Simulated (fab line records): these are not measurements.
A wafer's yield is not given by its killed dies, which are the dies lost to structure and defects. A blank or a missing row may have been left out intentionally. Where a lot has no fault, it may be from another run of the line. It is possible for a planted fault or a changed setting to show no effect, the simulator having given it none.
fab line records	flow sky130
[record] lots = 5	wafers = 15	lastDay = 50
route steps=708 shown METAL2@489 PAD_OPEN@708
lots that met no fault: taken from a fault-free run of the same line
startH: hours from the record's first day to the start of the lot's first wafer shown	waitH: hours since the lot's step before	" identical to the entry in the row above	L1.1+2: a single row standing in for several wafers	- either no value or no given start	* or withheld: withheld	< > ~ a bound
route shown NAME@n: NAME is a module with steps in the file, n the number in the route of the first one	usual: mean/standard deviation taken from wafers without a fault	same: alike in all rows	chamber/n: place in a boat	sites: readings site by site	_std_site: their standard deviation	_edge_site: inner sites' mean taken away from outer sites' mean	radiusMm: how far each site lies from the wafer's centre	mask NAME#n: copy n	behind: the tool/chamber that last shaped the wafer	hold: why the lot was held/for how many hours/how that ended	device: the transistor (n, p or np) that didn't switch	end of line: tests of these same wafers at the route's end	a step without rows: its recipe alone	killed: at the first sort, the dies lost to defects and structure; wafer yield is something else	map: a wafer's dies, x killed, . not, _ none there
set.NAME: the setting that was run; set.NAME@STEP: the one run at that earlier step	model.NAME: the simulator's own value behind a step, which no gauge read
lots at selected steps of the route; one table per step, one row per wafer
services: the hour from which a tool's chamber was out of use, counted from the record's first day as startH (under 0 if before that day), plus the number of hours and why
[[steps]]
[step SKY_METAL2_THK_MEAS_06]
[recipe] thkMeasGauge = xrf	reads = AlCu_of_METAL2_SPUTTER_02
[usual] METAL2_ALCU_THK = 252.0/3
lot.wafer	tool	chamber	startH	waitH	METAL2_ALCU_THK[nm]
L602.1	filmMetro-02	-	836.29	0.1	256.8
L602.4	"	-	"	"	253.1
L602.6	"	-	"	"	251.6
L606.1	filmMetro-04	-	863.74	0.1	254.2
L606.2	"	-	"	"	249.3
L606.5	"	-	"	"	250.2
L607.1	filmMetro-04	-	868.85	0.1	254.4
L607.4	"	-	"	"	253.7
L607.6	"	-	"	"	255.2
L612.2	filmMetro-03	-	903.22	0.1	251.2
L612.4	"	-	"	"	247.2
L612.5	"	-	"	"	244.7
L621.2	filmMetro-03	-	963.93	0.1	254.2
L621.3	"	-	"	"	251.0
L621.4	"	-	"	"	253.6
[step SKY_METAL2_DEHYDRATE_07]
[recipe] tempC = 200	timeS = 60
[step SKY_METAL2_HMDS_08]
[recipe] primeTimeS = 60	primeTempC = 120
[step SKY_METAL2_COAT_09]
[recipe] resist = BARC	tempC = withheld	timeS = withheld	spinRpm = 3000	resistThkNm = 60
[step SKY_METAL2_COAT_10]
[recipe] resist = KrF-thick	spinRpm = 3000	resistThkNm = 450
[step SKY_METAL2_SOFTBAKE_11]
[recipe] tempC = 100	timeS = 90	resist = KrF-thick
[step SKY_METAL2_EXPOSE_12]
[recipe] maskId = MM2	na = 0.8	sourceShape = annular	sigmaInner = 0.55	sigmaOuter = 0.85	targetCdNm = 140	doseMj = 28
[step SKY_METAL2_PEB_13]
[recipe] pebTempC = withheld	pebTimeS = withheld	resist = KrF-thick
[step SKY_METAL2_DEVELOP_14]
[recipe] developTimeS = 57.98	resist = KrF-thick	devTempC = 21
[step SKY_METAL2_CD_MEAS_15]
[recipe] targetCdNm = 140
[usual] cdNm = 140.2/1.3
lot.wafer	tool	chamber	startH	waitH	cdNm
L602.1	cdSem-02	-	862.50	-	139.8
L602.4	"	-	"	"	140.7
L602.6	"	-	"	"	139.8
L606.1	cdSem-02	-	889.00	-	136.9
L606.2	"	-	"	"	138.7
L606.5	"	-	"	"	138.9
L607.1	cdSem-01	-	892.65	-	140.7
L607.4	"	-	"	"	138.8
L607.6	"	-	"	"	139.6
L612.2	cdSem-02	-	928.75	-	141.8
L612.4	"	-	"	"	141.9
L612.5	"	-	"	"	141.0
L621.2	cdSem-01	-	988.47	-	139.4
L621.3	"	-	"	"	140.4
L621.4	"	-	"	"	139.8
[step SKY_METAL2_OVL_MEAS_16]
[usual] METAL2_OVL = -2/5
lot.wafer	tool	chamber	startH	waitH	METAL2_OVL[nm]
L602.1	overlay-02	-	862.62	0.1	1
L602.4	"	-	"	"	1
L602.6	"	-	"	"	-2
L606.1	overlay-01	-	889.12	0.1	-1
L606.2	"	-	"	"	-2
L606.5	"	-	"	"	0
L607.1	overlay-02	-	892.77	0.1	-7
L607.4	"	-	"	"	-2
L607.6	"	-	"	"	-7
L612.2	overlay-02	-	928.86	0.1	-3
L612.4	"	-	"	"	-3
L612.5	"	-	"	"	5
L621.2	overlay-02	-	988.57	0.1	-3
L621.3	"	-	"	"	1
L621.4	"	-	"	"	-1
[step SKY_METAL2_DESCUM_17]
[recipe] chemistry = O2	sourcePowerW = 150	biasPowerW = 0	pressureMtorr = 10	tempC = 40	timeS = 8
[usual] drypumpMotorCurrentA = 5.6/0.56	oesProductAu = 0.998/0.017
lot.wafer	tool	chamber	startH	waitH	drypumpMotorCurrentA	oesProductAu	rfHoursCounterH
L602.1	rieMetal-04	1	862.65	0.0	5.2	0.999	15
L602.4	"	0	"	"	5.0	0.979	-
L602.6	"	0	"	"	5.0	0.973	-
L606.1	rieMetal-02	0	889.16	0.0	6.6	1.013	2
L606.2	"	1	"	"	5.8	0.989	17
L606.5	"	1	"	"	5.8	0.996	-
L607.1	rieMetal-01	1	892.81	0.0	6.0	1.010	9
L607.4	"	0	"	"	6.0	0.999	-
L607.6	"	0	"	"	6.0	1.010	-
L612.2	rieMetal-04	0	928.89	0.0	5.0	0.981	9
L612.4	"	0	"	"	5.0	0.988	-
L612.5	"	0	"	"	5.0	0.979	-
L621.2	rieMetal-02	1	988.60	0.0	5.7	0.992	1
L621.3	"	1	"	"	5.8	1.011	-
L621.4	"	0	"	"	6.6	1.026	-
[step SKY_METAL2_ETCH_18]
[recipe] chemistry = N2/H2	target = BARC	ionEnergyEv = 200	biasW = 100	pressureMtorr = 30	n2FlowSccm = 100	h2FlowSccm = 200	icpW = 500	stopOn = SiO2	timeS = 45.9	targetDepthA = 600
[usual] drypumpMotorCurrentA = 5.6/0.56	oesProductAu = 0.856/0.0048	throttleValvePct = 13.225/0.0091
lot.wafer	tool	chamber	startH	waitH	drypumpMotorCurrentA	oesProductAu	rfHoursCounterH	throttleValvePct	model.KrF-thick_of_METAL2_COAT_10.thkNm	model.METAL2.cdNm
L602.1	rieMetal-04	1	862.68	0.0	5.1	0.862	15	13.222	393.6	139.8
L602.4	"	0	"	"	5.1	0.854	-	13.225	394.2	141.3
L602.6	"	0	"	"	5.1	0.854	-	13.233	394.7	140.9
L606.1	rieMetal-02	0	889.19	0.0	6.6	0.860	2	13.208	392.1	137.3
L606.2	"	1	"	"	5.8	0.852	17	13.223	392.9	139.8
L606.5	"	1	"	"	5.8	0.855	-	13.221	392.6	139.7
L607.1	rieMetal-01	1	892.84	0.0	6.0	0.852	9	13.227	392.6	139.8
L607.4	"	0	"	"	6.0	0.862	-	13.253	393.9	138.4
L607.6	"	0	"	"	6.0	0.852	-	13.221	394.3	138.8
L612.2	rieMetal-04	0	928.92	0.0	5.1	0.863	9	13.239	366.7	136.9
L612.4	"	0	"	"	5.1	0.854	-	13.216	366.3	137.3
L612.5	"	0	"	"	5.1	0.853	-	13.231	365.6	136.4
L621.2	rieMetal-02	1	988.63	0.0	5.8	0.862	1	13.234	392.9	140.1
L621.3	"	1	"	"	5.8	0.853	-	13.208	392.3	141.6
L621.4	"	0	"	"	6.6	0.855	-	13.233	389.9	139.9
[step SKY_METAL2_METAL_ETCH_19]
[recipe] targetDepthA = 3600	stopOn = SiO2	overEtchFrac = 0.3	timeS = 78	chemistry = Cl2/BCl3	resistSidewallDeg = 88	pressureMtorr = 10	icpW = 900	biasW = 48.5	Cl2_flow_sccm = 60	bcl3FlowSccm = 30
[usual] drypumpMotorCurrentA = 5.6/0.56	oesProductAu = 0.856/0.0063	throttleValvePct = 22.264/0.0084
lot.wafer	tool	chamber	startH	waitH	drypumpMotorCurrentA	oesProductAu	rfHoursCounterH	throttleValvePct	model.KrF-thick_of_METAL2_COAT_10.thkNm
L602.1	rieMetal-04	1	862.75	0.0	5.1	0.861	16	22.274	160.2
L602.4	"	0	"	"	5.0	0.852	-	22.259	172.3
L602.6	"	0	"	"	5.0	0.860	-	22.254	172.4
L606.1	rieMetal-02	0	889.25	0.0	6.6	0.859	2	22.269	149.5
L606.2	"	1	"	"	5.8	0.844	17	22.272	160.1
L606.5	"	1	"	"	5.8	0.855	-	22.263	160.2
L607.1	rieMetal-01	1	892.90	0.0	5.9	0.865	9	22.261	156.7
L607.4	"	0	"	"	6.0	0.864	-	22.285	161.3
L607.6	"	0	"	"	6.0	0.863	-	22.258	163.3
L612.2	rieMetal-04	0	928.98	0.0	5.0	0.851	9	22.275	138.5
L612.4	"	0	"	"	5.0	0.848	-	22.247	137.2
L612.5	"	0	"	"	5.0	0.844	-	22.272	137.7
L621.2	rieMetal-02	1	988.70	0.0	5.8	0.865	1	22.261	155.9
L621.3	"	1	"	"	5.8	0.855	-	22.253	158
L621.4	"	0	"	"	6.6	0.852	-	22.274	145.7
[step SKY_METAL2_STRIP_20]
[recipe] chemistry = O2/N2	powerW = 1400	pressureMtorr = 1500	platenTempC = withheld	o2FlowSccm = 3000	n2FlowSccm = 300	overashFraction = 0.5
[usual] drypumpMotorCurrentA = 5.7/0.47	oesProductAu = 0.344/0.006	stripTimeToEndpointS = 2.71/0.082
lot.wafer	tool	chamber	startH	waitH	drypumpMotorCurrentA	oesProductAu	rfHoursCounterH	stripTimeToEndpointS
L602.1	plasmaAsher-01	0	862.84	0.1	6.4	0.339	12	2.72
L602.4	"	1	"	"	5.4	0.353	-	2.84
L602.6	"	1	"	"	5.4	0.344	-	2.86
L606.1	plasmaAsher-03	1	889.34	0.1	6.0	0.337	110	2.59
L606.2	"	0	"	"	5.1	0.341	110	2.72
L606.5	"	1	"	"	6.0	0.338	-	2.70
L607.1	plasmaAsher-02	0	892.99	0.1	5.6	0.339	45	2.67
L607.4	"	0	"	"	5.6	0.345	-	2.73
L607.6	"	1	"	"	5.8	0.340	-	2.74
L612.2	plasmaAsher-03	0	929.07	0.1	5.1	0.334	115	2.49
L612.4	"	0	"	"	5.1	0.335	-	2.46
L612.5	"	0	"	"	5.1	0.321	-	2.46
L621.2	plasmaAsher-01	1	988.79	0.1	5.4	0.342	26	2.67
L621.3	"	0	"	"	6.4	0.344	-	2.69
L621.4	"	1	"	"	5.4	0.335	-	2.56
[step SKY_METAL2_STRIP_21]
[recipe] chemistry = postEtchResidueRemover	timeS = 1200	tempC = 72.5
[step SKY_PAD_OPEN_PROBE_99]
[usual] defectLimitedYield = 82.4/1.9	killed_at_M0_to_M3 = 43/7.5	killed_at_M4_up = 3.2/1.9	killedAtContacts = 24/4.9	killedAtFrontEnd = 15/4.3	killedAtOther = 0.4/0.72	killedDies = 86/9.1	killedOpen = 47/6.5	killedShort = 39/6.5	sort_bin_3_pad_short = 0.9/0.43	sort_bin_5_function = 10.4/1.3	sort_bin_6_memory = 6.3/1.2	sortNPass = 406/9.1	sortYieldPct = 82.4/1.9
[same] grossDies = 492	killedAtBackSide = 0	sort_bin_4_leakage[%] = 0	sort_bin_8_speed[%] = 0
lot.wafer	tool	chamber	startH	waitH	defectLimitedYield[%]	killed_at_M0_to_M3	killed_at_M4_up	killedAtContacts	killedAtFrontEnd	killedAtOther	killedDies	killedOpen	killedShort	sort_bin_3_pad_short[%]	sort_bin_5_function[%]	sort_bin_6_memory[%]	sortNPass	sortYieldPct[%]
L602.1	prober-01	-	1113.11	0.1	81.3	47	6	18	20	1	92	49	41	0.8	12.0	5.9	400	81.3
L602.4	prober-01	-	1113.26	0.2	80.7	48	2	25	17	3	95	48	47	1.2	11.4	6.7	397	80.7
L602.6	prober-01	-	1113.36	0.2	80.5	55	4	22	15	0	96	45	51	1.0	10.8	7.7	396	80.5
L606.2	prober-01	-	1132.46	0.1	80.3	46	1	27	23	0	97	56	40	0.8	10.8	8.1	395	80.3
L612.2	prober-01	-	1162.47	0.1	80.9	47	3	25	19	0	94	49	45	1.0	11.8	6.3	398	80.9
L612.4	prober-01	-	1162.57	0.2	79.1	48	3	26	26	0	103	61	42	1.0	11.8	8.1	389	79.1
L612.5	prober-01	-	1162.62	0.2	82.5	40	0	24	21	1	86	49	37	1.0	11.8	4.7	406	82.5
// killed by level:class
L602.1 CONTACT:geometricParticle:open=10 VIA1:geometricParticle:open=8 VIA3:geometricParticle:open=7 FIELD_ISO:geometricParticle:open=6 VIA2:geometricParticle:open=6 VIA3:geometricParticle:short=5 METAL3:geometricParticle:short=5 FIELD_ISO:geometricParticle:short=4
L602.4 VIA1:geometricParticle:open=10 VIA2:geometricParticle:open=9 CONTACT:geometricParticle:open=8 METAL1:geometricParticle:short=8 FIELD_ISO:geometricParticle:short=6 LI_CONTACT:geometricParticle:open=6 FIELD_ISO:geometricParticle:open=5 VIA3:geometricParticle:open=5
L602.6 CONTACT:geometricParticle:open=11 VIA1:geometricParticle:open=9 FIELD_ISO:geometricParticle:short=8 VIA2:geometricParticle:open=8 VIA3:geometricParticle:open=8 METAL1:geometricParticle:short=7 METAL2:geometricParticle:short=6 VIA1:geometricParticle:short=6
L606.2 VIA1:geometricParticle:open=11 CONTACT:geometricParticle:open=10 VIA2:geometricParticle:open=8 VIA3:geometricParticle:open=7 FIELD_ISO:geometricParticle:open=6 LI_CONTACT:geometricParticle:open=6 METAL1:geometricParticle:short=5 FIELD_ISO:geometricParticle:short=4
L612.2 CONTACT:geometricParticle:open=12 VIA2:geometricParticle:open=10 METAL1:geometricParticle:short=9 LOCAL_INTERCONNECT:geometricParticle:short=7 VIA1:geometricParticle:open=7 METAL3:geometricParticle:short=6 POLY_GATE:geometricParticle:open=5 METAL2:geometricParticle:short=5
L612.4 CONTACT:geometricParticle:open=12 VIA1:geometricParticle:open=11 LI_CONTACT:geometricParticle:open=7 METAL2:geometricParticle:short=7 POLY_GATE:geometricParticle:open=6 VIA2:geometricParticle:open=6 FIELD_ISO:geometricParticle:open=5 POLY_GATE:geometricParticle:short=5
L612.5 CONTACT:geometricParticle:open=11 VIA2:geometricParticle:open=7 VIA1:geometricParticle:short=6 LOCAL_INTERCONNECT:geometricParticle:short=6 METAL1:geometricParticle:short=6 VIA1:geometricParticle:open=6 VIA3:geometricParticle:open=6 FIELD_ISO:geometricParticle:short=5
[[services]]
tool	chamber	startH	hours	kind
plasmaAsher-02	-	893.10	11.7	pm
rieMetal-01	1	902.56	12.2	repair
plasmaAsher-01	-	913.00	7.8	repair
plasmaAsher-02	-	922.01	75.3	repair
rieMetal-02	1	932.55	-	clean
rieMetal-02	1	932.55	27.1	scheduledDown
rieMetal-02	1	932.55	27.1	ventCycle
rieMetal-04	1	974.73	-	clean
rieMetal-04	1	974.73	15.9	scheduledDown
rieMetal-04	1	974.73	15.9	ventCycle
plasmaAsher-02	-	975.36	0.6	repair
rieMetal-02	-	977.29	10.0	pm
[[key]]
[firstSign] step = SKY_METAL2_STRIP_20	reading = stripTimeToEndpointS	direction = down	sigmas = 3	usual = *	struck = *
effect none on later readings
[modelEffect] step = SKY_METAL2_ETCH_18	value = KrF-thick_of_METAL2_COAT_10.thkNm	without = 394.8	struck = 366.2
[modelEffect] step = SKY_METAL2_METAL_ETCH_19	value = KrF-thick_of_METAL2_COAT_10.thkNm	without = 166.5	struck = 137.8
metAt SKY_METAL2_ETCH_18
struckWafers L612.2,L612.4,L612.5
onsetBetween 862.68 928.92
alsoFits SKY_METAL2_DESCUM_17:rieMetal-04,SKY_METAL2_METAL_ETCH_19:rieMetal-04,SKY_METAL2_STRIP_20:plasmaAsher-03
[fault] kind = processParameterDrift	tool = rieMetal-04	chamber = 0	onsetH = 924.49	steps = SKY_METAL2_ETCH_18	channel = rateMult	offset = 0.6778	shape = step	endH = 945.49
